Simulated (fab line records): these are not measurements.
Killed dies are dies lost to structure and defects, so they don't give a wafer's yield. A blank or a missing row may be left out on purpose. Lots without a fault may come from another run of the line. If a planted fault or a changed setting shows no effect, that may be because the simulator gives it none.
Which tool is to blame? -- flow gf180mcu -- 6 lots, 18 wafers sampled, at 3 steps of a route of 602

== WHAT THE GAUGES SHOWED, per wafer ==
GF_CONTACT_THK_MEAS_03.
lot,measured,on,CONTACT_CVD_02_THK (nm)
L165,day 15 22:10,film-metro-01,865 850 870
L168,day 16 21:32,film-metro-01,859 860 874
L171,day 18 03:35,film-metro-02,856 854 861
L175,day 19 12:12,film-metro-01,863 1328 884
L182,day 21 23:09,film-metro-03,861 859 873
L184,day 22 14:07,film-metro-03,861 864 871

== WHICH TOOL RAN EACH LOT (tool, then ch and the chambers of the sampled wafers, then the start) ==
lot,GF_HV_LDD_ETCHBACK_58,GF_CONTACT_CVD_02
L165,"rie-diel-02 ch 0,1, day 13 05:26","pecvd-03 ch 0,1,2, day 15 22:04"
L168,"rie-diel-04 ch 0,1, day 14 02:20","pecvd-04 ch 0,1,2, day 16 21:26"
L171,"rie-diel-04 ch 0,1,2, day 15 06:22","pecvd-03 ch 0,2, day 18 03:31"
L175,"rie-diel-02 ch 0,2,3, day 16 12:45","pecvd-04 ch 0,1,2, day 19 12:08"
L182,"rie-diel-02 ch 1,2,3, day 18 21:41","pecvd-03 ch 0,1,2, day 21 23:05"
L184,"rie-diel-01 ch 0,1, day 19 12:21","pecvd-03 ch 0,2, day 22 14:02"
- GF_HV_LDD_ETCHBACK_58: etches Si3N4 in CH3F/O2, stops on SiO2, time 100 s, target depth 90 nm.
- GF_CONTACT_CVD_02: deposits SiO2 from TEOS, target thk 860 nm, time 95.992 s.

== THE ANSWER, worked out from the rows above alone ==
Rule: usual is defined by the lots themselves. Put in order of their means at a reading, lots are off if they are a third of the lots or fewer, leave a main group of 4 or more, and stand apart from it by a gap of 3 or more times the standard deviation of the main group's means; of several such gaps the widest counts. A main group is skipped when, at the precision printed for the reading in the tables above, its means are all equal. Also off: a lot with no number at a reading for which 4 or more lots have one. Any other lot the step has rows for is counted as sound.
Off: L175, at GF_CONTACT_THK_MEAS_03 (CONTACT_CVD_02_THK). For the main group the mean is 863 nm and the standard deviation 3.
A tool fits if, at a process step before that reading, it ran every lot that is off, and no sound lot after the first of them. Those tools and the gauges at GF_CONTACT_THK_MEAS_03 are tried in the same way. This does not decide it: 2 tools fit, namely pecvd-04 at GF_CONTACT_CVD_02 and film-metro-01 at GF_CONTACT_THK_MEAS_03.

== WHAT THE SIMULATOR PUT IN ==
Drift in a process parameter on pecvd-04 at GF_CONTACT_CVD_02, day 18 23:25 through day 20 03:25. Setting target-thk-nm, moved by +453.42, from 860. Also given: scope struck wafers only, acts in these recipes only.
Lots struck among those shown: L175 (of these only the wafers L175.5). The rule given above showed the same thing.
